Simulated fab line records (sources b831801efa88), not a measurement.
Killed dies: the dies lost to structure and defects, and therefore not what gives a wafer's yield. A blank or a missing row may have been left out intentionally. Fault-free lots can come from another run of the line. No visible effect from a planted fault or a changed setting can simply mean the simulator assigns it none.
fab line records + flow sky130
record:
- lots: 11
- wafers: 33
- lastDay: 50
route steps=708 shown LI_CONTACT@386 CONTACT@425 VIA3@573 METAL4@599
lots untouched by any fault: they come from a run of this same line in which no faults occurred
startH: hours from the record's first day to the start of the lot's first wafer shown + waitH: time in hours since the lot's previous step + " as in the row above + L1.1+2: a single row standing in for several wafers + - no value present, or no start provided + * or withheld: withheld + < > ~ a bound
route shown NAME@n: a module of which the file shows steps, and the number in the route of the first + usual: mean/standard deviation taken from wafers without a fault + same: alike in all rows + chamber/n: place in a boat + sites: readings site by site + _std_site: the values' standard deviation + _edge_site: inner sites' mean taken away from outer sites' mean + radiusMm: how far each site lies from the wafer's centre + mask NAME#n: copy n + behind: tool/chamber where the wafer was last shaped + hold: why the lot went on hold/how many hours it stayed there/how the hold came to an end + device: which transistor (n, p or np) failed to switch + end of line: the route-end tests of the same wafers + for a step that has no rows: nothing shown but its recipe + killed: at the first sort, the dies lost to defects and structure; wafer yield is something else + map: shows each die of a wafer: x if killed, . if not, _ if none is there
set.NAME: setting as actually run; set.NAME@STEP: the setting as run at that earlier step + model.NAME: the simulator's own value behind a step, which no gauge read
route steps across a sampled set of lots; one table per step, one row per wafer
services: a tool's chamber out of use, with start hour (startH, from the record's first day; less than 0 if before it), hours out, and reason
== steps ==
step: SKY_LI_CONTACT_CMP_24
recipe:
- stopOn: PSG
- tOverpolishS: 20
- downForcePsi: 3.5
- platenRpm: 60
- targetThkNm: 0
- padVelocityMS: 0.94248
usual:
- edgeZonePressureFrac: 1.000/0.0047
- motorCurrentA: 11.2/1.3
- overpolishRunS: 20.000/0.0083
- timeToEndpointS: 98/4.6
| lot.wafer | tool   | chamber | startH | waitH | edgeZonePressureFrac | motorCurrentA | overpolishRunS | timeToEndpointS |
|-----------|--------|---------|--------|-------|----------------------|---------------|----------------|-----------------|
| L771.4    | cmp-01 | 0       | 676.86 | 0.0   | 0.999                | 10.8          | 19.998         | 99              |
| L771.1    | "      | 1       | "      | "     | 1.010                | 10.9          | 19.998         | 102             |
| L771.6    | "      | 0       | "      | "     | 1.005                | 11.8          | 19.999         | 102             |
| L772.4    | cmp-01 | 1       | 694.95 | 0.1   | 0.995                | 11.1          | 20.002         | 101             |
| L772.6    | "      | 3       | "      | "     | 1.003                | 9.9           | 20.013         | 104             |
| L772.5    | "      | 0       | "      | "     | 0.999                | 11.1          | 20.013         | 100             |
| L773.4    | cmp-02 | 2       | 702.67 | 0.0   | 0.997                | 12.2          | 19.997         | 89              |
| L773.3    | "      | 3       | "      | "     | 1.000                | 14.5          | 19.987         | 96              |
| L773.5    | "      | 3       | "      | "     | 1.005                | 13.3          | 20.011         | 101             |
| L775.3    | cmp-02 | 2       | 711.36 | 0.0   | 0.994                | 12.1          | 19.991         | 91              |
| L775.4    | "      | 3       | "      | "     | 0.998                | 13.9          | 20.003         | 100             |
| L775.2    | "      | 0       | "      | "     | 1.002                | 12.2          | 20.002         | 96              |
| L776.1    | cmp-01 | 3       | 723.36 | 0.1   | 1.006                | 10.3          | 19.993         | 92              |
| L776.3    | "      | 0       | "      | "     | 0.998                | 11.9          | 19.995         | 91              |
| L776.6    | "      | 2       | "      | "     | 1.003                | 9.7           | 19.993         | 95              |
| L783.1    | cmp-02 | 1       | 766.19 | 0.1   | 1.004                | 10.7          | 19.974         | 102             |
| L783.3    | "      | 2       | "      | "     | 1.000                | 12.3          | 20.007         | 98              |
| L783.4    | "      | 3       | "      | "     | 1.000                | 13.8          | 19.998         | 102             |
| L788.4    | cmp-01 | 0       | 810.31 | 0.1   | 0.997                | 11.1          | 19.996         | 102             |
| L788.3    | "      | 2       | "      | "     | 1.001                | 9.8           | 19.999         | 104             |
| L788.6    | "      | 0       | "      | "     | 1.001                | 11.1          | 20.010         | 102             |
| L789.3    | cmp-02 | 1       | 815.34 | 0.0   | 0.994                | 11.1          | 19.989         | 90              |
| L789.4    | "      | 2       | "      | "     | 1.001                | 11.3          | 19.996         | 89              |
| L789.2    | "      | 3       | "      | "     | 1.002                | 14.0          | 20.008         | 94              |
| L790.1    | cmp-02 | 0       | 821.71 | 0.1   | 1.004                | 12.5          | 19.989         | 98              |
| L790.4    | "      | 2       | "      | "     | 1.007                | 12.1          | 20.012         | 90              |
| L790.3    | "      | 3       | "      | "     | 1.004                | 15.1          | 20.011         | 97              |
| L791.2    | cmp-01 | 1       | 831.66 | 0.0   | 1.005                | 11.0          | 20.000         | 101             |
| L791.1    | "      | 2       | "      | "     | 1.004                | 9.6           | 20.019         | 94              |
| L791.4    | "      | 3       | "      | "     | 1.001                | 10.1          | 19.997         | 101             |
| L793.2    | cmp-02 | 0       | 843.51 | 0.0   | 1.003                | 11.9          | 19.999         | 96              |
| L793.1    | "      | 1       | "      | "     | 1.008                | 11.1          | 19.997         | 90              |
| L793.4    | "      | 2       | "      | "     | 1.001                | 12.0          | 19.992         | 87              |
step: SKY_CONTACT_STRIP_19
recipe:
- chemistry: O2/N2
- powerW: 1400
- pressureMtorr: 1500
- platenTempC: withheld
- o2FlowSccm: 3000
- n2FlowSccm: 300
- overashFraction: 0.5
usual:
- drypumpMotorCurrentA: 5.57/0.12
- oesProductAu: 0.382/0.0048
- stripTimeToEndpointS: 3.64/0.03
| lot.wafer | tool           | chamber | startH | waitH | drypumpMotorCurrentA | oesProductAu | rfHoursCounterH | stripTimeToEndpointS |
|-----------|----------------|---------|--------|-------|----------------------|--------------|-----------------|----------------------|
| L771.1    | plasmaAsher-03 | 1       | 734.76 | -     | 5.67                 | 0.382        | 29              | 3.70                 |
| L771.4    | "              | 1       | "      | "     | 5.68                 | 0.385        | -               | 3.61                 |
| L771.6    | "              | 1       | "      | "     | 5.68                 | 0.376        | -               | 3.60                 |
| L772.4    | plasmaAsher-04 | 1       | 752.15 | -     | 5.41                 | 0.385        | -               | 3.64                 |
| L772.5    | "              | 1       | "      | "     | 5.43                 | 0.377        | -               | 3.60                 |
| L772.6    | "              | 0       | "      | "     | 5.69                 | 0.382        | -               | 3.67                 |
| L773.3    | plasmaAsher-04 | 0       | 758.70 | -     | 5.66                 | 0.382        | -               | 3.67                 |
| L773.4    | "              | 1       | "      | "     | 5.41                 | 0.392        | -               | 3.70                 |
| L773.5    | "              | 1       | "      | "     | 5.40                 | 0.381        | -               | 3.65                 |
| L775.2    | plasmaAsher-03 | 0       | 768.37 | -     | 5.66                 | 0.391        | 32              | 3.63                 |
| L775.3    | "              | 0       | "      | "     | 5.64                 | 0.385        | -               | 3.61                 |
| L775.4    | "              | 1       | "      | "     | 5.66                 | 0.371        | -               | 3.61                 |
| L776.1    | plasmaAsher-04 | 1       | 779.21 | -     | 5.44                 | 0.381        | 67              | 3.67                 |
| L776.3    | "              | 0       | "      | "     | 5.66                 | 0.385        | -               | 3.62                 |
| L776.6    | "              | 1       | "      | "     | 5.42                 | 0.376        | -               | 3.63                 |
| L783.1    | plasmaAsher-03 | 1       | 821.61 | -     | 5.68                 | 0.384        | 38              | 3.64                 |
| L783.3    | "              | 1       | "      | "     | 5.71                 | 0.381        | -               | 3.66                 |
| L783.4    | "              | 0       | "      | "     | 5.63                 | 0.375        | -               | 3.64                 |
| L788.3    | plasmaAsher-03 | 1       | 863.61 | -     | 5.70                 | 0.374        | -               | 3.64                 |
| L788.4    | "              | 0       | "      | "     | 5.62                 | 0.383        | -               | 3.66                 |
| L788.6    | "              | 1       | "      | "     | 5.67                 | 0.386        | -               | 3.64                 |
| L789.2    | plasmaAsher-02 | 1       | 869.36 | -     | 5.59                 | 0.385        | 106             | 3.67                 |
| L789.3    | "              | 0       | "      | "     | 5.37                 | 0.392        | -               | 3.64                 |
| L789.4    | "              | 1       | "      | "     | 5.59                 | 0.391        | -               | 3.62                 |
| L790.1    | plasmaAsher-02 | 0       | 874.42 | -     | 5.34                 | 0.388        | 106             | 3.66                 |
| L790.3    | "              | 0       | "      | "     | 5.36                 | 0.386        | -               | 3.64                 |
| L790.4    | "              | 1       | "      | "     | 5.59                 | 0.375        | -               | 3.63                 |
| L791.1    | plasmaAsher-04 | 0       | 885.01 | -     | 5.71                 | 0.387        | 77              | 3.65                 |
| L791.2    | "              | 1       | "      | "     | 5.42                 | 0.382        | 77              | 3.60                 |
| L791.4    | "              | 0       | "      | "     | 5.67                 | 0.379        | -               | 3.61                 |
| L793.1    | plasmaAsher-02 | 0       | 896.17 | -     | 5.35                 | 0.384        | 108             | 3.64                 |
| L793.2    | "              | 1       | "      | "     | 5.58                 | 0.382        | 108             | 3.64                 |
| L793.4    | "              | 1       | "      | "     | 5.59                 | 0.379        | -               | 3.63                 |
step: SKY_VIA3_HDPCVD_00
recipe:
- material: SiO2
- targetThkNm: 1635
- sigmaOpenFrac: 0.3
- timeS: 272.5
- tempC: 400
- sih4FlowSccm: 60
- pressureMtorr: 6
usual:
- sih4FlowSccm: 60.05/0.19
| lot.wafer | tool      | chamber | startH  | waitH | sih4FlowSccm |
|-----------|-----------|---------|---------|-------|--------------|
| L771.1    | hdpcvd-01 | 0       | 901.07  | 0.0   | 60.08        |
| L771.4    | "         | 2       | "       | "     | 60.27        |
| L771.6    | "         | 1       | "       | "     | 60.12        |
| L772.4    | hdpcvd-01 | 1       | 918.18  | 0.1   | 59.91        |
| L772.5    | "         | 0       | "       | "     | 59.98        |
| L772.6    | "         | 2       | "       | "     | 60.14        |
| L773.3    | hdpcvd-01 | 1       | 923.46  | 0.0   | 59.99        |
| L773.4    | "         | 0       | "       | "     | 60.19        |
| L773.5    | "         | 2       | "       | "     | 60.21        |
| L775.2    | hdpcvd-01 | 2       | 931.67  | 0.0   | 59.91        |
| L775.3    | "         | 1       | "       | "     | 60.12        |
| L775.4    | "         | 1       | "       | "     | 60.23        |
| L776.1    | hdpcvd-01 | 1       | 942.76  | 0.0   | 60.26        |
| L776.3    | "         | 2       | "       | "     | 60.35        |
| L776.6    | "         | 2       | "       | "     | 60.31        |
| L783.1    | hdpcvd-02 | 0       | 982.90  | 0.0   | 59.96        |
| L783.3    | "         | 2       | "       | "     | 59.90        |
| L783.4    | "         | 2       | "       | "     | 60.21        |
| L788.3    | hdpcvd-01 | 2       | 1021.15 | 0.0   | 59.93        |
| L788.4    | "         | 2       | "       | "     | 59.87        |
| L788.6    | "         | 0       | "       | "     | 72.07        |
| L789.2    | hdpcvd-01 | 1       | 1025.42 | 0.0   | 59.94        |
| L789.3    | "         | 0       | "       | "     | 72.18        |
| L789.4    | "         | 0       | "       | "     | 72.21        |
| L790.1    | hdpcvd-02 | 1       | 1028.40 | 0.0   | 59.89        |
| L790.3    | "         | 0       | "       | "     | 60.04        |
| L790.4    | "         | 0       | "       | "     | 60.16        |
| L791.1    | hdpcvd-02 | 2       | 1038.71 | 0.0   | 59.98        |
| L791.2    | "         | 0       | "       | "     | 60.07        |
| L791.4    | "         | 0       | "       | "     | 60.37        |
| L793.1    | hdpcvd-02 | 0       | 1049.77 | 0.0   | 60.00        |
| L793.2    | "         | 2       | "       | "     | 60.22        |
| L793.4    | "         | 0       | "       | "     | 60.08        |
step: SKY_VIA3_THK_MEAS_01
recipe:
- reads: SiO2_of_VIA3_HDPCVD_00
usual:
- VIA3_HDPCVD_THK: 1648/17
| lot.wafer | tool         | chamber | startH  | waitH | VIA3_HDPCVD_THK[nm] |
|-----------|--------------|---------|---------|-------|---------------------|
| L771.1    | filmMetro-03 | -       | 901.23  | 0.1   | 1608                |
| L771.4    | "            | -       | "       | "     | 1637                |
| L771.6    | "            | -       | "       | "     | 1634                |
| L772.4    | filmMetro-04 | -       | 918.29  | 0.0   | 1652                |
| L772.5    | "            | -       | "       | "     | 1663                |
| L772.6    | "            | -       | "       | "     | 1646                |
| L773.3    | filmMetro-03 | -       | 923.64  | 0.1   | 1643                |
| L773.4    | "            | -       | "       | "     | 1641                |
| L773.5    | "            | -       | "       | "     | 1629                |
| L775.2    | filmMetro-02 | -       | 931.84  | 0.1   | 1646                |
| L775.3    | "            | -       | "       | "     | 1656                |
| L775.4    | "            | -       | "       | "     | 1649                |
| L776.1    | filmMetro-03 | -       | 942.93  | 0.1   | 1631                |
| L776.3    | "            | -       | "       | "     | 1627                |
| L776.6    | "            | -       | "       | "     | 1631                |
| L783.1    | filmMetro-04 | -       | 983.06  | 0.1   | 1668                |
| L783.3    | "            | -       | "       | "     | 1649                |
| L783.4    | "            | -       | "       | "     | 1645                |
| L788.3    | filmMetro-02 | -       | 1021.34 | 0.1   | 1651                |
| L788.4    | "            | -       | "       | "     | 1658                |
| L788.6    | "            | -       | "       | "     | 1956                |
| L789.2    | filmMetro-03 | -       | 1025.60 | 0.1   | 1666                |
| L789.3    | "            | -       | "       | "     | 1974                |
| L789.4    | "            | -       | "       | "     | 1978                |
| L790.1    | filmMetro-04 | -       | 1028.57 | 0.1   | 1624                |
| L790.3    | "            | -       | "       | "     | 1667                |
| L790.4    | "            | -       | "       | "     | 1666                |
| L791.1    | filmMetro-02 | -       | 1038.87 | 0.1   | 1644                |
| L791.2    | "            | -       | "       | "     | 1650                |
| L791.4    | "            | -       | "       | "     | 1657                |
| L793.1    | filmMetro-02 | -       | 1049.93 | 0.1   | 1658                |
| L793.2    | "            | -       | "       | "     | 1655                |
| L793.4    | "            | -       | "       | "     | 1667                |
step: SKY_METAL4_SPUTTER_01
recipe:
- material: TiN
- targetThkNm: 20
- powerW: 6500
- timeS: 16.7
- chamberPressurePa: 0.4
usual:
- chamberPressurePa: 0.3999/0.00091
- throttleValvePct: 30.1/1.3
| lot.wafer | tool          | chamber | startH  | waitH | chamberPressurePa | throttleValvePct |
|-----------|---------------|---------|---------|-------|-------------------|------------------|
| L771.1    | pvdSputter-03 | -       | 928.98  | 0.0   | 0.4002            | 30.6             |
| L771.4    | "             | -       | "       | "     | 0.4004            | 30.0             |
| L771.6    | "             | -       | "       | "     | 0.4004            | 29.8             |
| L772.4    | pvdSputter-01 | -       | 944.82  | 0.0   | 0.3991            | 31.3             |
| L772.5    | "             | -       | "       | "     | 0.4006            | 28.4             |
| L772.6    | "             | -       | "       | "     | 0.3999            | 30.0             |
| L773.3    | pvdSputter-04 | -       | 949.52  | 0.0   | 0.3992            | 29.8             |
| L773.4    | "             | -       | "       | "     | 0.3993            | 29.5             |
| L773.5    | "             | -       | "       | "     | 0.3994            | 29.9             |
| L775.2    | pvdSputter-04 | -       | 957.48  | 0.0   | 0.4001            | 29.7             |
| L775.3    | "             | -       | "       | "     | 0.4008            | 29.7             |
| L775.4    | "             | -       | "       | "     | 0.3997            | 28.5             |
| L776.1    | pvdSputter-03 | -       | 969.43  | 0.0   | 0.3999            | 30.0             |
| L776.3    | "             | -       | "       | "     | 0.3998            | 30.6             |
| L776.6    | "             | -       | "       | "     | 0.3999            | 29.7             |
| L783.1    | pvdSputter-04 | -       | 1008.79 | 0.0   | 0.4013            | 29.8             |
| L783.3    | "             | -       | "       | "     | 0.4004            | 32.1             |
| L783.4    | "             | -       | "       | "     | 0.3996            | 28.7             |
| L788.3    | pvdSputter-04 | -       | 1046.17 | 0.0   | 0.4007            | 29.7             |
| L788.4    | "             | -       | "       | "     | 0.3986            | 28.4             |
| L788.6    | "             | -       | "       | "     | 0.3992            | 28.7             |
| L789.2    | pvdSputter-04 | -       | 1050.11 | 0.0   | 0.3989            | 28.5             |
| L789.3    | "             | -       | "       | "     | 0.4010            | 32.2             |
| L789.4    | "             | -       | "       | "     | 0.4006            | 29.6             |
| L790.1    | pvdSputter-01 | -       | 1052.87 | 0.0   | 0.3995            | 30.2             |
| L790.3    | "             | -       | "       | "     | 0.3986            | 28.6             |
| L790.4    | "             | -       | "       | "     | 0.3999            | 31.2             |
| L791.1    | pvdSputter-04 | -       | 1062.71 | 0.0   | 0.4008            | 29.8             |
| L791.2    | "             | -       | "       | "     | 0.4004            | 28.9             |
| L791.4    | "             | -       | "       | "     | 0.4000            | 32.7             |
| L793.1    | pvdSputter-04 | -       | 1073.74 | 0.0   | 0.3999            | 32.4             |
| L793.2    | "             | -       | "       | "     | 0.3996            | 29.8             |
| L793.4    | "             | -       | "       | "     | 0.4015            | 29.5             |
== services ==
| tool          | chamber | startH  | hours | kind   |
|---------------|---------|---------|-------|--------|
| cmp-02        | -       | 654.00  | 3.6   | repair |
| hdpcvd-01     | -       | 657.93  | 0.7   | repair |
| hdpcvd-01     | 0       | 658.75  | 9.0   | repair |
| cmp-02        | -       | 675.95  | 2.1   | repair |
| cmp-02        | -       | 689.82  | 7.6   | pm     |
| cmp-02        | -       | 705.61  | 0.2   | repair |
| cmp-01        | -       | 706.94  | 3.7   | repair |
| cmp-01        | -       | 739.67  | 1.3   | repair |
| cmp-01        | -       | 744.00  | 4.0   | pm     |
| cmp-02        | -       | 754.97  | 1.1   | repair |
| cmp-02        | -       | 755.76  | 4.1   | repair |
| hdpcvd-01     | 0       | 793.05  | 2.0   | repair |
| hdpcvd-01     | -       | 804.12  | 57.0  | repair |
| hdpcvd-01     | -       | 835.81  | 2.2   | repair |
| pvdSputter-04 | -       | 857.11  | 7.0   | repair |
| cmp-02        | -       | 912.02  | 4.0   | pm     |
| cmp-02        | -       | 917.17  | 0.5   | repair |
| pvdSputter-04 | -       | 938.77  | 1.9   | repair |
| cmp-02        | -       | 941.99  | 5.3   | pm     |
| hdpcvd-01     | -       | 957.72  | 0.5   | repair |
| cmp-02        | -       | 973.02  | 6.3   | pm     |
| cmp-02        | -       | 1006.54 | 0.9   | repair |
| pvdSputter-04 | -       | 1019.20 | 2.7   | repair |
| hdpcvd-01     | 1       | 1058.24 | 7.0   | repair |
== key ==
firstSign:
- step: SKY_VIA3_HDPCVD_00
- reading: sih4FlowSccm
- direction: up
- sigmas: 65
- usual: 60.05
- struck: 72.15
effect:
- step: SKY_VIA3_THK_MEAS_01
- reading: VIA3_HDPCVD_THK
- direction: up
- sigmas: 19
- usual: 1648
- struck: 1970
metAt SKY_VIA3_HDPCVD_00
struckLots L788,L789
struckWafers L788.6,L789.3,L789.4
loopTrim:
- step: SKY_CONTACT_EXPOSE_11
- setting: dose
- lots: L788
notActingAt SKY_LI_CONTACT_CMP_24,SKY_CONTACT_STRIP_19,SKY_METAL4_SPUTTER_01
onsetBetween 923.46 1021.15
fault:
- kind: processParameterDrift
- tool: hdpcvd-01
- chamber: 0
- onsetH: 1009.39
- steps: SKY_VIA3_HDPCVD_00
- channel: sih4FlowSccm
- offset: 12
- shape: step
- endH: 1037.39
- actsIn: theseRecipesOnly
- stated: 60
loopTrim: a control loop set the setting to another value than it would have without faults
